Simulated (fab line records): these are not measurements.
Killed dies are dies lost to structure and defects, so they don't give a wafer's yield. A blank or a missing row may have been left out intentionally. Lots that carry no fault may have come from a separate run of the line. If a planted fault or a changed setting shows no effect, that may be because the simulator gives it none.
fab line records    flow sky130
record: lots: 10  wafers: 30  last-day: 50
route steps=708 shown LDD_P@262 LDD_HVN@276 POLY_CUT@316 SD_P@329
lots untouched by any fault: they come from a run of this same line in which no faults occurred
start-h: start of the lot's first displayed wafer, in hours after the record's first day    wait-h: how many hours have passed since the lot's step before this one    " as in the row above    L1.1+2: one row covering several wafers at once    - no value present, or no start provided    * or withheld: withheld    < > ~ a bound
route shown NAME@n: names a module that has steps shown in the file, with the first one's number in the route    usual: mean/standard deviation of fault-free wafers    same: alike in all rows    chamber/n: place in a boat    sites: the reading at each site    _std_site: how widely they spread, as a standard deviation    _edge_site: outer sites' mean less inner sites'    radius-mm: for every site, how far away it sits from the centre of the wafer    mask NAME#n: copy n    behind: the tool/chamber that last shaped the wafer    hold: cause of the lot's hold/its duration in hours/its outcome    device: the n, p or np transistor that did not switch    end of line: at the end of the route, the tests of the same wafers    step lacking rows: just its recipe    killed: dies that structure and defects cost at the first sort, which is not the same as the wafer's yield    map: a wafer's dies, marking killed ones x, the rest . and places with no die _
set.NAME: the run value of the setting; set.NAME@STEP: its run value at that earlier step    model.NAME: the simulator's own value behind a step, which no gauge read
one table for each step of the route and one row for each wafer, over a sample of lots
services: from which hour (start-h, from the record's first day; less than 0 if before it) a tool's chamber was out of use, for how many hours, and why
== steps ==
step: SKY_LDD_P_CD_MEAS_07
recipe: target-cd-nm: 380
usual: cd-nm: 379.7/2.6
lot.wafer  tool       chamber  start-h  wait-h  cd-nm
L942.2     cd-sem-01  -        468.42   0.1     378.5
L942.3     "          -        "        "       379.8
L942.4     "          -        "        "       377.6
L943.1     cd-sem-01  -        469.00   0.1     377.6
L943.2     "          -        "        "       379.0
L943.3     "          -        "        "       378.7
L945.2     cd-sem-01  -        477.61   0.1     380.8
L945.3     "          -        "        "       379.9
L945.5     "          -        "        "       381.6
L951.3     cd-sem-01  -        517.69   0.1     378.5
L951.4     "          -        "        "       376.5
L951.5     "          -        "        "       379.1
L955.3     cd-sem-01  -        565.44   0.1     380.1
L955.4     "          -        "        "       381.6
L955.5     "          -        "        "       382.0
L956.2     cd-sem-02  -        565.96   0.1     381.9
L956.4     "          -        "        "       382.1
L956.5     "          -        "        "       383.8
L959.1     cd-sem-02  -        578.74   0.1     376.8
L959.2     "          -        "        "       375.6
L959.3     "          -        "        "       378.5
L961.1     cd-sem-02  -        598.49   0.1     372.1
L961.2     "          -        "        "       375.2
L961.5     "          -        "        "       375.0
L962.2     cd-sem-02  -        614.32   0.1     378.9
L962.3     "          -        "        "       378.8
L962.6     "          -        "        "       377.7
L965.2     cd-sem-02  -        641.62   0.1     380.5
L965.4     "          -        "        "       380.9
L965.5     "          -        "        "       384.1
step: SKY_LDD_HVN_STRIP_09
recipe: chemistry: O2/N2  power-w: 1400  pressure-mtorr: 1500  platen-temp-c: withheld  o2-flow-sccm: 3000  n2-flow-sccm: 300  overash-fraction: 0.5
usual: chamber-pressure-mTorr: 1500.0/1.2  drypump-motor-current-A: 5.73/0.29  oes-product-au: 0.408/0.0046  strip-time-to-endpoint-s: 4.135/0.015
lot.wafer  tool             chamber  start-h  wait-h  chamber-pressure-mTorr  drypump-motor-current-A  oes-product-au  rf-hours-counter-h  strip-time-to-endpoint-s
L942.2     plasma-asher-03  0        499.59   0.1     1499.8                  5.46                     0.402           82                  4.117
L942.3     "                0        "        "       1499.6                  5.45                     0.412           -                   4.134
L942.4     "                1        "        "       1499.2                  5.45                     0.405           -                   4.137
L943.1     plasma-asher-03  0        500.52   0.1     1499.4                  5.46                     0.411           82                  4.169
L943.2     "                1        "        "       1500.7                  5.45                     0.404           82                  4.154
L943.3     "                1        "        "       1499.9                  5.47                     0.405           -                   4.135
L945.2     plasma-asher-04  0        508.87   0.1     1498.4                  5.61                     0.402           70                  4.132
L945.3     "                1        "        "       1500.9                  5.93                     0.408           -                   4.120
L945.5     "                0        "        "       1499.1                  5.59                     0.410           -                   4.131
L951.3     plasma-asher-01  1        547.92   0.1     1499.2                  6.32                     0.405           -                   4.158
L951.4     "                0        "        "       1499.6                  5.84                     0.415           -                   4.165
L951.5     "                1        "        "       1500.8                  6.33                     0.409           -                   4.154
L955.3     plasma-asher-01  0        595.07   0.1     1499.9                  5.85                     0.405           -                   4.144
L955.4     "                1        "        "       1501.8                  6.34                     0.402           -                   4.134
L955.5     "                1        "        "       1500.5                  6.35                     0.411           -                   4.131
L956.2     plasma-asher-03  0        595.64   0.1     1502.7                  5.50                     0.408           92                  4.129
L956.4     "                0        "        "       1500.9                  5.49                     0.399           -                   4.108
L956.5     "                1        "        "       1500.3                  5.44                     0.406           -                   4.114
L959.1     plasma-asher-04  0        609.02   0.1     1498.2                  5.58                     0.405           81                  4.112
L959.2     "                1        "        "       1497.5                  5.94                     0.411           81                  4.132
L959.3     "                1        "        "       1500.4                  5.93                     0.411           -                   4.095
L961.1     plasma-asher-03  1        627.94   0.1     1500.2                  5.44                     0.409           96                  4.146
L961.2     "                0        "        "       1499.2                  5.46                     0.412           96                  4.133
L961.5     "                0        "        "       1502.1                  5.43                     0.406           -                   4.147
L962.2     plasma-asher-03  1        643.57   0.1     1500.1                  5.43                     0.407           97                  4.126
L962.3     "                1        "        "       1499.3                  5.43                     0.409           -                   4.117
L962.6     "                1        "        "       1501.0                  5.42                     0.407           -                   4.132
L965.2     plasma-asher-04  0        669.87   0.1     1500.8                  5.65                     0.407           87                  4.163
L965.4     "                0        "        "       1500.0                  5.64                     0.405           -                   4.124
L965.5     "                0        "        "       1499.2                  5.63                     0.406           -                   4.131
step: SKY_POLY_CUT_OVL_MEAS_09
usual: POLY_CUT_OVL: 0/5.3
lot.wafer  tool        chamber  start-h  wait-h  POLY_CUT_OVL[nm]
L942.2     overlay-01  -        591.18   0.1     -6
L942.3     "           -        "        "       -4
L942.4     "           -        "        "       -7
L943.1     overlay-01  -        593.72   0.1     3
L943.2     "           -        "        "       3
L943.3     "           -        "        "       1
L945.2     overlay-02  -        601.78   0.1     5
L945.3     "           -        "        "       5
L945.5     "           -        "        "       3
L951.3     overlay-01  -        638.49   0.1     3
L951.4     "           -        "        "       -1
L951.5     "           -        "        "       8
L955.3     overlay-01  -        682.77   0.1     5
L955.4     "           -        "        "       4
L955.5     "           -        "        "       3
L956.2     overlay-01  -        684.08   0.1     3
L956.4     "           -        "        "       3
L956.5     "           -        "        "       -1
L959.1     overlay-02  -        697.62   0.1     2
L959.2     "           -        "        "       5
L959.3     "           -        "        "       1
L961.1     overlay-01  -        715.52   0.1     0
L961.2     "           -        "        "       4
L961.5     "           -        "        "       3
L962.2     overlay-02  -        729.08   0.1     -6
L962.3     "           -        "        "       -7
L962.6     "           -        "        "       0
L965.2     overlay-01  -        752.98   0.1     5
L965.4     "           -        "        "       3
L965.5     "           -        "        "       1
step: SKY_SD_P_IMPLANT_09
recipe: species: BF2  energy-kev: 20  dose-cm2: 3e+15  tilt-deg: 0
usual: beam-on-s: 15.0/1  dose-ions-cm2: 2.9997e+15/3e+12
lot.wafer  tool          chamber  start-h  wait-h  beam-on-s  dose-ions-cm2
L942.2     implanter-01  0        620.17   0.0     14.4       3.0028e+15
L942.3     "             0        "        "       14.1       3.0017e+15
L942.4     "             0        "        "       14.2       3.0003e+15
L943.1     implanter-01  0        623.14   0.0     14.4       3.0001e+15
L943.2     "             0        "        "       14.0       2.9993e+15
L943.3     "             0        "        "       14.2       2.9997e+15
L945.2     implanter-04  0        630.97   0.0     17.2       3.0013e+15
L945.3     "             0        "        "       16.2       2.9996e+15
L945.5     "             0        "        "       16.3       2.9969e+15
L951.3     implanter-04  0        667.36   0.1     16.7       3.0008e+15
L951.4     "             0        "        "       16.6       2.9965e+15
L951.5     "             0        "        "       16.2       2.9996e+15
L955.3     implanter-04  0        710.81   0.1     21.2       3.8343e+15
L955.4     "             0        "        "       21.3       3.833e+15
L955.5     "             0        "        "       21.4       3.8344e+15
L956.2     implanter-04  0        711.87   0.0     21.0       3.8413e+15
L956.4     "             0        "        "       20.8       3.8414e+15
L956.5     "             0        "        "       21.6       3.8395e+15
L959.1     implanter-01  0        725.45   0.0     14.0       3.0009e+15
L959.2     "             0        "        "       14.2       3.0039e+15
L959.3     "             0        "        "       14.2       3.0026e+15
L961.1     implanter-01  0        743.04   0.0     13.8       3.0021e+15
L961.2     "             0        "        "       14.5       3.0036e+15
L961.5     "             0        "        "       13.6       3.0049e+15
L962.2     implanter-01  0        756.39   0.0     14.1       2.9981e+15
L962.3     "             0        "        "       14.4       3.0005e+15
L962.6     "             0        "        "       14.4       3.0024e+15
L965.2     implanter-03  0        780.07   0.0     14.4       2.9998e+15
L965.4     "             0        "        "       14.8       3.0019e+15
L965.5     "             0        "        "       14.4       3.0007e+15
step: SKY_SD_P_STRIP_10
recipe: chemistry: O2/N2  power-w: 1400  pressure-mtorr: 1500  platen-temp-c: withheld  o2-flow-sccm: 3000  n2-flow-sccm: 300  overash-fraction: 0.5
usual: chamber-pressure-mTorr: 1499.9/1.5  drypump-motor-current-A: 5.7/0.32  oes-product-au: 0.617/0.0046  strip-time-to-endpoint-s: 17.48/0.039
lot.wafer  tool             chamber  start-h  wait-h  chamber-pressure-mTorr  drypump-motor-current-A  oes-product-au  rf-hours-counter-h  strip-time-to-endpoint-s
L942.2     plasma-asher-04  0        620.30   0.1     1496.3                  5.6                      0.614           82                  17.44
L942.3     "                0        "        "       1498.9                  5.6                      0.614           -                   17.49
L942.4     "                1        "        "       1501.7                  5.9                      0.620           -                   17.44
L943.1     plasma-asher-04  1        623.29   0.1     1498.4                  5.9                      0.620           82                  17.45
L943.2     "                0        "        "       1500.1                  5.6                      0.622           82                  17.48
L943.3     "                0        "        "       1499.1                  5.6                      0.618           -                   17.49
L945.2     plasma-asher-01  1        631.09   0.1     1498.8                  6.4                      0.616           48                  17.57
L945.3     "                0        "        "       1500.8                  5.9                      0.619           -                   17.56
L945.5     "                1        "        "       1500.0                  6.4                      0.611           -                   17.53
L951.3     plasma-asher-03  1        667.49   0.1     1501.3                  5.5                      0.615           -                   17.49
L951.4     "                0        "        "       1499.8                  5.5                      0.618           -                   17.47
L951.5     "                0        "        "       1500.5                  5.5                      0.613           -                   17.46
L955.3     plasma-asher-01  0        710.94   0.1     1499.0                  5.8                      0.605           -                   17.98
L955.4     "                1        "        "       1500.4                  6.3                      0.603           -                   18.00
L955.5     "                0        "        "       1501.7                  5.8                      0.607           -                   17.98
L956.2     plasma-asher-03  1        711.99   0.1     1498.5                  5.4                      0.610           104                 18.00
L956.4     "                0        "        "       1500.0                  5.4                      0.609           -                   17.98
L956.5     "                1        "        "       1499.2                  5.4                      0.604           -                   17.94
L959.1     plasma-asher-04  1        725.60   0.1     1500.0                  5.9                      0.612           93                  17.45
L959.2     "                0        "        "       1498.9                  5.6                      0.621           93                  17.43
L959.3     "                1        "        "       1500.0                  5.9                      0.619           -                   17.44
L961.1     plasma-asher-03  0        743.19   0.1     1501.4                  5.4                      0.612           0                   17.45
L961.2     "                1        "        "       1497.4                  5.4                      0.611           0                   17.48
L961.5     "                1        "        "       1500.8                  5.4                      0.623           -                   17.48
L962.2     plasma-asher-03  0        756.51   0.1     1499.7                  5.4                      0.615           1                   17.53
L962.3     "                0        "        "       1501.3                  5.5                      0.624           -                   17.47
L962.6     "                0        "        "       1501.3                  5.4                      0.616           -                   17.47
L965.2     plasma-asher-01  1        780.19   0.1     1497.7                  6.3                      0.619           64                  17.52
L965.4     "                1        "        "       1500.3                  6.3                      0.622           -                   17.51
L965.5     "                0        "        "       1501.3                  5.8                      0.623           -                   17.48
step: SKY_SD_P_TW_MEAS_11
usual: SD_P_TW: 2808/36
lot.wafer  tool           chamber  start-h  wait-h  hold                      SD_P_TW
L942.2     film-metro-04  -        620.41   0.1     -                         2768
L942.3     "              -        "        "       -                         2787
L942.4     "              -        "        "       -                         2773
L943.1     film-metro-03  -        623.39   0.1     -                         2823
L943.2     "              -        "        "       -                         2813
L943.3     "              -        "        "       -                         2831
L945.2     film-metro-04  -        631.20   0.1     -                         2770
L945.3     "              -        "        "       -                         2765
L945.5     "              -        "        "       -                         2765
L951.3     film-metro-04  -        667.58   0.1     -                         2720
L951.4     "              -        "        "       -                         2743
L951.5     "              -        "        "       -                         2742
L955.3     film-metro-03  -        711.03   0.1     await-dispo/0.2h/release  2955
L955.4     "              -        "        "       await-dispo/0.2h/release  2949
L955.5     "              -        "        "       await-dispo/0.2h/release  2939
L955.3     film-metro-03  -        711.31   0.3     -                         2939
L955.4     "              -        "        "       -                         2961
L955.5     "              -        "        "       -                         2965
L956.2     film-metro-03  -        712.10   0.1     await-dispo/0.2h/release  2959
L956.4     "              -        "        "       await-dispo/0.2h/release  2961
L956.5     "              -        "        "       await-dispo/0.2h/release  2970
L956.2     film-metro-03  -        712.33   0.2     -                         2956
L956.4     "              -        "        "       -                         2963
L956.5     "              -        "        "       -                         2956
L959.1     film-metro-04  -        725.70   0.1     -                         2770
L959.2     "              -        "        "       -                         2762
L959.3     "              -        "        "       -                         2773
L961.1     film-metro-04  -        743.29   0.1     -                         2765
L961.2     "              -        "        "       -                         2766
L961.5     "              -        "        "       -                         2754
L962.2     film-metro-04  -        756.62   0.1     -                         2757
L962.3     "              -        "        "       -                         2792
L962.6     "              -        "        "       -                         2765
L965.2     film-metro-03  -        780.30   0.1     -                         2853
L965.4     "              -        "        "       -                         2847
L965.5     "              -        "        "       -                         2842
step: SKY_SD_N_RS_MEAS_17
recipe: thk-meas-gauge: four-point-probe
usual: SD_P_RS: 147.1/0.39
lot.wafer  tool           chamber  start-h  wait-h  hold                      SD_P_RS[ohm/sq]
L942.2     film-metro-03  -        676.87   0.1     -                         146.9
L942.3     "              -        "        "       -                         146.9
L942.4     "              -        "        "       -                         146.5
L943.1     film-metro-01  -        681.07   0.1     -                         147.4
L943.2     "              -        "        "       -                         147.7
L943.3     "              -        "        "       -                         147.3
L945.2     film-metro-01  -        689.01   0.1     -                         147.2
L945.3     "              -        "        "       -                         147.1
L945.5     "              -        "        "       -                         147.6
L951.3     film-metro-04  -        722.90   0.1     -                         147.3
L951.4     "              -        "        "       -                         147.1
L951.5     "              -        "        "       -                         147.3
L955.3     film-metro-03  -        765.55   0.1     await-dispo/0.2h/release  143.4
L955.4     "              -        "        "       await-dispo/0.2h/release  143.4
L955.5     "              -        "        "       await-dispo/0.2h/release  144.0
L955.3     film-metro-03  -        765.91   0.3     -                         143.6
L955.4     "              -        "        "       -                         143.5
L955.5     "              -        "        "       -                         143.7
L956.2     film-metro-04  -        766.73   0.1     await-dispo/0.2h/release  143.3
L956.4     "              -        "        "       await-dispo/0.2h/release  143.3
L956.5     "              -        "        "       await-dispo/0.2h/release  143.2
L956.2     film-metro-04  -        767.15   0.4     -                         142.4
L956.4     "              -        "        "       -                         143.0
L956.5     "              -        "        "       -                         142.8
L959.1     film-metro-04  -        780.57   0.1     -                         146.9
L959.2     "              -        "        "       -                         147.1
L959.3     "              -        "        "       -                         146.9
L961.1     film-metro-01  -        797.21   0.1     -                         146.9
L961.2     "              -        "        "       -                         147.3
L961.5     "              -        "        "       -                         146.6
L962.2     film-metro-03  -        810.63   0.1     -                         147.4
L962.3     "              -        "        "       -                         147.2
L962.6     "              -        "        "       -                         147.3
L965.2     film-metro-01  -        834.81   0.1     -                         146.6
L965.4     "              -        "        "       -                         146.6
L965.5     "              -        "        "       -                         146.9
== services ==
tool             chamber  start-h  hours  kind
implanter-03     -        480.14   6.2    repair
plasma-asher-01  -        497.05   1.3    repair
implanter-03     -        509.17   2.9    repair
plasma-asher-01  -        535.96   2.8    pm
implanter-04     -        568.72   2.2    repair
implanter-03     -        574.23   4.9    pm
plasma-asher-01  -        585.82   1.7    repair
plasma-asher-01  -        596.00   14.6   pm
implanter-03     -        645.13   2.7    pm
implanter-01     -        651.90   1.8    repair
implanter-04     -        680.14   2.2    repair
implanter-01     -        702.33   4.0    pm
plasma-asher-04  -        708.24   2.8    pm
plasma-asher-01  -        714.56   1.7    repair
plasma-asher-03  -        733.84   9.0    pm
plasma-asher-03  0        733.84   9.0    vent-cycle
plasma-asher-03  1        733.84   9.0    vent-cycle
implanter-04     -        733.94   4.7    pm
implanter-04     -        739.25   0.8    repair
plasma-asher-03  0        742.84   -      clean
plasma-asher-03  1        742.84   -      clean
implanter-03     -        757.16   1.1    repair
plasma-asher-01  -        759.35   1.2    repair
== key ==
first-sign: step: SKY_SD_P_IMPLANT_09  reading: dose-ions-cm2  direction: up  sigmas: 99+  usual: *  struck: *
effect: step: SKY_SD_P_IMPLANT_09  reading: beam-on-s  direction: up  sigmas: 6.1  usual: 15.0  struck: 21.2
effect: step: SKY_SD_P_STRIP_10  reading: strip-time-to-endpoint-s  direction: up  sigmas: 13  usual: *  struck: *
effect: step: SKY_SD_P_TW_MEAS_11  reading: visit  direction: added
effect: step: SKY_SD_N_RS_MEAS_17  reading: SD_P_RS  direction: down  sigmas: 9.3  usual: 147.1  struck: 143.4
met-at SKY_SD_P_IMPLANT_09
struck-lots L955,L956
tester-left-out L955,L956
not-acting-at SKY_LDD_P_CD_MEAS_07,SKY_LDD_HVN_STRIP_09,SKY_POLY_CUT_OVL_MEAS_09
onset-between 667.36 710.81
fault: kind: process-parameter-drift  tool: implanter-04  chamber: -  onset-h: 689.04  steps: SKY_SD_P_IMPLANT_09  channel: dose-cm2  offset: *  shape: step  end-h: 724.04  acts-in: *  stated: *
tester-left-out: of these lots the tester's yield and bins aren't shown, on N5 and GAA mostly nor the transistor test; their killed dies are dies lost to structure and defects alone, not to doping, threshold or leakage, so they don't give the yield
